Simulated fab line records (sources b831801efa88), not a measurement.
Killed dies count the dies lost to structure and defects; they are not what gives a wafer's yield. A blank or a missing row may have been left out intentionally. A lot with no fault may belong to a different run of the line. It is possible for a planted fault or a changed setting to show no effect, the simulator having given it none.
Which tool was responsible? ; flow sky130 ; at 1 step of a route of 708, 24 lots with 72 wafers sampled

WHAT THE GAUGES SHOWED, per wafer
SKY_PWDE_OVL_MEAS_07. Usual: PWDE_OVL typically reads 0.5 nm, with standard deviation 1.6.
lot;measured;on;PWDE_OVL (nm);flag
L074;day 4 00:23;overlay-02;1.3 -1.0 -0.3;
L075;day 4 04:02;overlay-01;-0.2 -3.9 -2.8;
L076;day 4 10:35;overlay-02;2.0 0.2 1.2;
L077;day 4 13:50;overlay-01;-0.3 0.2 2.5;
L078;day 4 18:49;overlay-01;1.1 2.1 -0.5;
L079;day 4 22:41;overlay-02;2.4 3.7 2.7;
L080;day 5 07:05;overlay-01;-1.0 0.5 0.0;
L081;day 5 13:14;overlay-02;1.0 2.2 1.3;
L082;day 5 19:56;overlay-01;-0.6 -0.2 -1.1;
L083;day 6 00:35;overlay-01;0.5 -0.3 -0.6;
L084;day 6 12:52;overlay-01;1.8 3.7 0.9;
L085;day 6 20:05;overlay-01;1.0 1.8 -0.3;
L086;day 6 21:14;overlay-01;-0.2 -2.4 0.8;
L087;day 7 00:50;overlay-02;1.0 1.7 -1.2;
L088;day 7 08:41;overlay-02;1.8 1.1 1.8;
L089;day 7 12:05;overlay-01;3.3 0.8 2.2;
L090;day 7 17:17;overlay-01;-2.7 -1.9 -1.9;
L091;day 7 21:34;overlay-02;1.6 1.4 0.5;
L092;day 8 00:44;overlay-02;-1.7 -1.9 -0.1;
L093;day 8 06:26;overlay-02;-0.3 1.9 0.3;
L094;day 8 12:59;overlay-02;1.8 1.4 0.9;
L095;day 8 20:41;overlay-02;1.2 3.0 3.2;
L096;day 9 01:53;overlay-02;1.9 2.1 2.6;
L097;day 9 06:05;overlay-01;1.8 1.0 0.8;

WHAT TOOL EACH LOT RAN ON (gives the tool, then ch and the chambers of the sampled wafers, and finally the start)
There is no process step in the record ahead of these readings.

AS READ BY THE TOOLS THEMSELVES (means over the sampled wafers that have a number; for cases with no such wafer, the mark the record gives instead)
The record holds no such reading with a usual standard deviation.

THE ANSWER, worked out from the rows above alone
Rule: lot off if the mean of its wafers having a number is beyond 3 standard deviations from the usual mean. Also off: a lot with no number at a reading for which 4 or more lots have one. The other lots that the step has rows for count as sound. Order of review: gauges by route order, followed by the tools' own readings, for which a lot's mean as printed above is used. The first step at which some lot is off is used, and at that step the reading that is off furthest; a lot without a number counts as furthest.
Across all readings shown, no lot is off: no conclusion can be drawn from this.

WHAT THE SIMULATOR PUT IN
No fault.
